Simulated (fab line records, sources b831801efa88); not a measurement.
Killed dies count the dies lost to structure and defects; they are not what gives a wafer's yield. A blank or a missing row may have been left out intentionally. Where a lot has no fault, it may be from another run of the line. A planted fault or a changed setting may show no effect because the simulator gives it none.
A struck lot beside a sound one ; flow sky130 ; 14 out of 708 route steps
Sound: the wafers L121.2, L121.3, L121.5. The struck wafers were L130.3, L130.5, L130.6. The cause is named last.
At each step with rows: each side's tool, then ch and its chambers, then its first start. Under that, the readings that differ: sound wafers ; struck wafers ; difference of the means ; sigmas: that difference in standard deviations of wafers without a fault.
alike: words and numbers the same on both sides, and readings whose means are apart by under 2 such deviations; not compared: readings that were withheld, readings missing a value for some wafer, numbers with overlapping values and no deviation given by the record, and bounds like >300 which may hide the same value.
The two part at a step that has a row with sigmas, a row that says differs or no value, or rows on one side only. When numbers do not overlap yet have no deviation, they are printed without sigmas and do not part them. Lack of a reading on every wafer of one side parts them only where that side has two or more wafers.

first, 3 steps without rows for these wafers: SKY_METAL1_CLEAN_22 (cleans in IPA, time 180 s); SKY_METAL1_CLEAN_23 (cleans in O3/DIW); SKY_VIA1_HDPCVD_00 (deposits SiO2, target thk 1030 nm, time 171.7 s).
SKY_VIA1_THK_MEAS_01:
  sound: film_metro-02 at day 33 10:48; struck: film_metro-01 at day 36 01:26
reading;sound;struck;difference;sigmas
VIA1_HDPCVD_THK (nm);1045 1043 1030;1009 1020 1003;-29;-3
SKY_VIA1_CMP_02: polishes SiO2.
  sound on cmp-02 ch 1,2,3, day 33 10:51; struck on cmp-02 ch 0,3, day 36 01:28
  alike: motor_current_A, platen_rpm
SKY_VIA1_BOW_MEAS_03:
  sound: film_metro-03 at day 33 11:10; struck: film_metro-03 at day 36 01:49
  alike: VIA1_BOW
then, 6 steps without rows for these wafers: SKY_VIA1_DEHYDRATE_04 (time 60 s); SKY_VIA1_HMDS_05 (prime time 60 s); SKY_VIA1_COAT_06 (resist thk 60 nm); SKY_VIA1_COAT_07 (resist thk 450 nm); SKY_VIA1_SOFTBAKE_08 (time 90 s); SKY_VIA1_EXPOSE_09 (exposes mask VIM, target cd 150 nm).
SKY_VIA1_PEB_10:
  struck on litho_track-02, day 37 03:00; sound on litho_track-02 ch 0, day 34 13:00
reading;sound;struck;difference;sigmas
exhaust_pa (Pa);45.5 44.3 45.2;- - -;no value on the struck wafers;
  not compared: chill_plate_temp_C
then, 1 step without rows for these wafers: SKY_VIA1_DEVELOP_11 (develop time 60 s).

== WHERE THEY PART ==
At SKY_VIA1_THK_MEAS_01 first; at SKY_VIA1_PEB_10 last (within this record only).

WHY: what had been put in by the simulator
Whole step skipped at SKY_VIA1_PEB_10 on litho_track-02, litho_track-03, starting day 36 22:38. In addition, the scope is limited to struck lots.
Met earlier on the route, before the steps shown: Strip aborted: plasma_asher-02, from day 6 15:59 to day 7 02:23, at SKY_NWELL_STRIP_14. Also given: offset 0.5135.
